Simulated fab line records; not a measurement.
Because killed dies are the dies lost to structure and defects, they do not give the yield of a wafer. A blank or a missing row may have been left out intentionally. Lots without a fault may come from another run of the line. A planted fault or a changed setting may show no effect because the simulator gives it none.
fab line records    flow gf180mcu
record lots=15  wafers=45  last_day=34
route steps=602 shown V4@481
lots with no fault: from the same line, run without faults
start_h: start of the lot's first displayed wafer, in hours after the record's first day    wait_h: how many hours have passed since the lot's step before this one    " as in the row above    L1.1+2: a row that stands for several wafers    - value missing, or start not given    * or withheld: withheld    < > ~ a bound
route shown NAME@n: names a module that has steps shown in the file, with the first one's number in the route    usual: mean/standard deviation taken from wafers without a fault    same: alike in all rows    chamber/n: place in a boat    sites: per-site readings    _std_site: their standard deviation    _edge_site: outer sites' mean less inner sites'    radius_mm: for every site, how far away it sits from the centre of the wafer    mask NAME#n: copy n    behind: the most recent tool/chamber to have shaped the wafer    hold: why the lot went on hold/how many hours it stayed there/how the hold came to an end    device: whichever transistor did not switch (one of n, p or np)    end of line: tests run on the same wafers once the route is complete    step lacking rows: just its recipe    killed: dies that structure and defects cost at the first sort, which is not the same as the wafer's yield    map: per-die view of a wafer (x killed, . not killed, _ where there is no die)
set.NAME: the setting that was run; set.NAME@STEP: the one run at that earlier step    model.NAME: the simulator's own value behind a step, which no gauge read
one table for each step of the route and one row for each wafer, over a sample of lots
services: when a tool's chamber went out of use (start_h, in hours from the record's first day, below 0 if earlier), for how many hours, and the reason
## steps
# step GF_V4_BOW_MEAS_05
# recipe mode=bow
# usual V4_BOW=133/9.1
lot.wafer  tool           chamber  start_h  wait_h  V4_BOW[um]
L193.4     film_metro-01  -        533.03   0.2     126
L193.5     "              -        "        "       136
L193.6     "              -        "        "       131
L194.4     film_metro-04  -        538.21   0.2     138
L194.5     "              -        "        "       137
L194.6     "              -        "        "       137
L195.3     film_metro-03  -        548.18   0.3     140
L195.5     "              -        "        "       138
L195.6     "              -        "        "       140
L196.4     film_metro-03  -        579.86   0.3     147
L196.5     "              -        "        "       146
L196.6     "              -        "        "       143
L198.2     film_metro-01  -        592.62   0.2     145
L198.4     "              -        "        "       144
L198.5     "              -        "        "       140
L199.1     film_metro-04  -        604.72   0.1     113
L199.3     "              -        "        "       132
L199.4     "              -        "        "       112
L206.4     film_metro-01  -        647.32   0.2     136
L206.5     "              -        "        "       129
L206.6     "              -        "        "       133
L207.1     film_metro-04  -        651.26   0.1     140
L207.2     "              -        "        "       129
L207.4     "              -        "        "       156
L208.2     film_metro-04  -        662.75   0.2     133
L208.4     "              -        "        "       128
L208.5     "              -        "        "       128
L209.2     film_metro-03  -        671.12   0.2     123
L209.4     "              -        "        "       122
L209.6     "              -        "        "       128
L210.1     film_metro-04  -        671.20   0.2     128
L210.2     "              -        "        "       126
L210.6     "              -        "        "       124
L211.1     film_metro-01  -        678.59   0.1     135
L211.4     "              -        "        "       134
L211.5     "              -        "        "       156
L212.4     film_metro-04  -        684.99   0.2     141
L212.5     "              -        "        "       147
L212.6     "              -        "        "       149
L214.1     film_metro-04  -        695.04   0.1     128
L214.4     "              -        "        "       136
L214.6     "              -        "        "       132
L216.1     film_metro-03  -        707.23   0.2     149
L216.2     "              -        "        "       139
L216.5     "              -        "        "       150
# step GF_V4_CD_MEAS_14
# recipe target_cd_nm=260
# usual cd_nm=259.9/1.3
lot.wafer  tool       chamber  start_h  wait_h  cd_nm
L193.4     cd_sem-02  -        554.91   0.1     258.5
L193.5     "          -        "        "       258.6
L193.6     "          -        "        "       258.6
L194.4     cd_sem-02  -        561.12   0.1     260.3
L194.5     "          -        "        "       261.6
L194.6     "          -        "        "       262.0
L195.3     cd_sem-01  -        570.89   0.1     259.4
L195.5     "          -        "        "       258.5
L195.6     "          -        "        "       257.6
L196.4     cd_sem-01  -        600.75   0.1     260.0
L196.5     "          -        "        "       260.1
L196.6     "          -        "        "       260.8
L198.2     cd_sem-01  -        613.22   0.1     259.0
L198.4     "          -        "        "       259.7
L198.5     "          -        "        "       259.2
L199.1     cd_sem-02  -        625.25   0.1     260.3
L199.3     "          -        "        "       260.1
L199.4     "          -        "        "       260.1
L206.4     cd_sem-02  -        666.85   0.1     257.1
L206.5     "          -        "        "       256.3
L206.6     "          -        "        "       255.2
L207.1     cd_sem-02  -        670.40   0.1     260.9
L207.2     "          -        "        "       261.9
L207.4     "          -        "        "       260.6
L208.2     cd_sem-02  -        681.52   0.1     258.6
L208.4     "          -        "        "       261.0
L208.5     "          -        "        "       260.2
L209.2     cd_sem-01  -        689.37   0.1     259.9
L209.4     "          -        "        "       258.6
L209.6     "          -        "        "       259.9
L210.1     cd_sem-02  -        689.85   0.1     260.9
L210.2     "          -        "        "       260.1
L210.6     "          -        "        "       260.5
L211.1     cd_sem-01  -        697.55   0.1     259.8
L211.4     "          -        "        "       259.2
L211.5     "          -        "        "       259.7
L212.4     cd_sem-02  -        703.91   0.1     262.3
L212.5     "          -        "        "       261.6
L212.6     "          -        "        "       262.1
L214.1     cd_sem-02  -        713.55   0.1     259.2
L214.4     "          -        "        "       259.4
L214.6     "          -        "        "       261.2
L216.1     cd_sem-02  -        725.25   0.1     259.2
L216.2     "          -        "        "       260.0
L216.5     "          -        "        "       259.8
# step GF_V4_SPUTTER_22
# recipe material=TiN  target_thk_nm=10  chamber_pressure_pa=5  power_w=4000  time_s=40
# usual cathode_dc_power_W=4000.0/0.67  chamber_pressure_pa=5.000/0.0093  throttle_valve_pct=29.8/0.77  time_s=40/0
lot.wafer  tool            chamber  start_h  wait_h  cathode_dc_power_W  chamber_pressure_pa  throttle_valve_pct  time_s
L193.4     pvd_sputter-04  -        555.76   0.0     4000.7              5.008                30.9                40
L193.5     "               -        "        "       3999.8              5.003                29.9                40
L193.6     "               -        "        "       3999.4              4.989                28.7                40
L194.4     pvd_sputter-02  -        561.97   0.0     4000.0              5.012                29.0                40
L194.5     "               -        "        "       4000.4              5.004                29.8                40
L194.6     "               -        "        "       3999.0              4.992                30.1                40
L195.3     pvd_sputter-03  -        571.73   0.0     4000.0              4.993                31.4                40
L195.5     "               -        "        "       4000.7              4.993                29.3                40
L195.6     "               -        "        "       4000.4              5.000                31.4                40
L196.4     pvd_sputter-02  -        601.57   0.0     -                   -                    -                   -
L196.5     "               -        "        "       -                   -                    -                   -
L196.6     "               -        "        "       -                   -                    -                   -
L198.2     pvd_sputter-03  -        614.08   0.0     -                   -                    -                   -
L198.4     "               -        "        "       -                   -                    -                   -
L198.5     "               -        "        "       -                   -                    -                   -
L199.1     pvd_sputter-02  -        626.17   0.0     -                   -                    -                   -
L199.3     "               -        "        "       -                   -                    -                   -
L199.4     "               -        "        "       -                   -                    -                   -
L206.4     pvd_sputter-04  -        667.67   0.0     3999.2              5.003                30.6                40
L206.5     "               -        "        "       4000.4              4.994                29.9                40
L206.6     "               -        "        "       3999.4              4.996                28.6                40
L207.1     pvd_sputter-03  -        671.28   0.0     4000.0              5.004                31.3                40
L207.2     "               -        "        "       4000.5              5.003                29.2                40
L207.4     "               -        "        "       4000.3              5.019                29.9                40
L208.2     pvd_sputter-04  -        682.78   0.0     3999.1              4.983                29.4                40
L208.4     "               -        "        "       4000.8              4.999                30.3                40
L208.5     "               -        "        "       4001.3              4.994                29.4                40
L209.2     pvd_sputter-02  -        690.23   0.0     3999.2              4.986                29.4                40
L209.4     "               -        "        "       3999.3              4.988                30.6                40
L209.6     "               -        "        "       3999.8              4.995                29.7                40
L210.1     pvd_sputter-03  -        690.73   0.0     3999.1              5.000                29.7                40
L210.2     "               -        "        "       3999.9              4.979                29.2                40
L210.6     "               -        "        "       4000.3              5.001                29.2                40
L211.1     pvd_sputter-04  -        698.44   0.0     4000.9              5.009                30.9                40
L211.4     "               -        "        "       3999.1              5.010                29.1                40
L211.5     "               -        "        "       3999.3              4.988                29.8                40
L212.4     pvd_sputter-02  -        704.76   0.0     3999.8              5.000                29.1                40
L212.5     "               -        "        "       4001.1              5.010                30.6                40
L212.6     "               -        "        "       4000.2              4.998                29.3                40
L214.1     pvd_sputter-02  -        714.44   0.0     3999.6              5.000                29.8                40
L214.4     "               -        "        "       3999.6              4.995                30.8                40
L214.6     "               -        "        "       4000.9              5.006                29.2                40
L216.1     pvd_sputter-04  -        726.13   0.0     4000.0              5.006                28.5                40
L216.2     "               -        "        "       3999.5              4.986                29.1                40
L216.5     "               -        "        "       3999.5              5.007                29.3                40
# step GF_V4_CVD_23
# recipe material=W  target_thk_nm=350  time_s=104.9  temp_c=400  pressure_torr=40
# usual heater_power_w=847/120
# same time_s=104.9
lot.wafer  tool      chamber  start_h  wait_h  heater_power_w
L193.4     cvd_w-01  0        555.84   0.1     738
L193.5     "         0        "        "       735
L193.6     "         1        "        "       994
L194.4     cvd_w-01  0        562.04   0.1     747
L194.5     "         0        "        "       761
L194.6     "         1        "        "       997
L195.3     cvd_w-02  0        571.81   0.1     860
L195.5     "         1        "        "       709
L195.6     "         0        "        "       886
L196.4     cvd_w-01  1        601.72   0.1     988
L196.5     "         1        "        "       994
L196.6     "         1        "        "       990
L198.2     cvd_w-01  1        614.12   0.0     1023
L198.4     "         0        "        "       764
L198.5     "         1        "        "       995
L199.1     cvd_w-01  0        626.21   0.0     758
L199.3     "         1        "        "       1006
L199.4     "         0        "        "       755
L206.4     cvd_w-01  1        667.75   0.1     1018
L206.5     "         0        "        "       784
L206.6     "         1        "        "       982
L207.1     cvd_w-02  0        671.32   0.0     848
L207.2     "         1        "        "       728
L207.4     "         0        "        "       860
L208.2     cvd_w-01  1        682.86   0.1     976
L208.4     "         1        "        "       979
L208.5     "         1        "        "       1012
L209.2     cvd_w-02  1        690.27   0.0     704
L209.4     "         0        "        "       864
L209.6     "         0        "        "       873
L210.1     cvd_w-01  0        690.77   0.0     762
L210.2     "         1        "        "       993
L210.6     "         0        "        "       784
L211.1     cvd_w-02  1        698.48   0.0     716
L211.4     "         1        "        "       722
L211.5     "         0        "        "       877
L212.4     cvd_w-01  1        704.84   0.1     975
L212.5     "         1        "        "       1004
L212.6     "         0        "        "       778
L214.1     cvd_w-02  1        714.48   0.0     706
L214.4     "         1        "        "       714
L214.6     "         1        "        "       716
L216.1     cvd_w-02  0        726.17   0.0     873
L216.2     "         1        "        "       693
L216.5     "         1        "        "       703
## services
tool            chamber  start_h  hours  kind
pvd_sputter-03  -        536.65   5.2    repair
cvd_w-02        -        579.79   2.8    pm
cvd_w-01        0        592.32   14.4   repair
pvd_sputter-03  -        598.22   2.1    repair
cvd_w-01        1        644.56   7.6    repair
cvd_w-01        0        680.91   2.0    repair
pvd_sputter-03  -        683.86   2.6    repair
pvd_sputter-04  -        705.74   1.7    repair
pvd_sputter-02  -        709.75   1.8    repair
cvd_w-02        0        710.43   3.5    repair
## key
first_sign step=GF_V4_SPUTTER_22  reading=tool_record  direction=missing
effect none on later readings
met_at GF_V4_SPUTTER_22
struck_lots L196,L198,L199
later_rows_left_out L196.4,L196.5,L196.6,L198.2,L198.4,L198.5,L199.1,L199.3,L199.4
sort_left_out L196.4,L196.5,L196.6,L198.2,L198.4,L198.5,L199.1,L199.3,L199.4
not_acting_at GF_V4_BOW_MEAS_05,GF_V4_CD_MEAS_14,GF_V4_CVD_23
onset_between 571.73 601.57
fault kind=skipped_step_whole  tool=pvd_sputter-02,pvd_sputter-03  chamber=-  onset_h=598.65  steps=GF_V4_SPUTTER_22  scope=struck_lots_only
# sort_left_out: the simulated sort isn't trusted on such a fault, so these wafers' sort isn't shown, and their yield isn't known
# later_rows_left_out: the simulator's readings of these wafers behind a module that went badly wrong aren't trusted and aren't shown, but for the sort
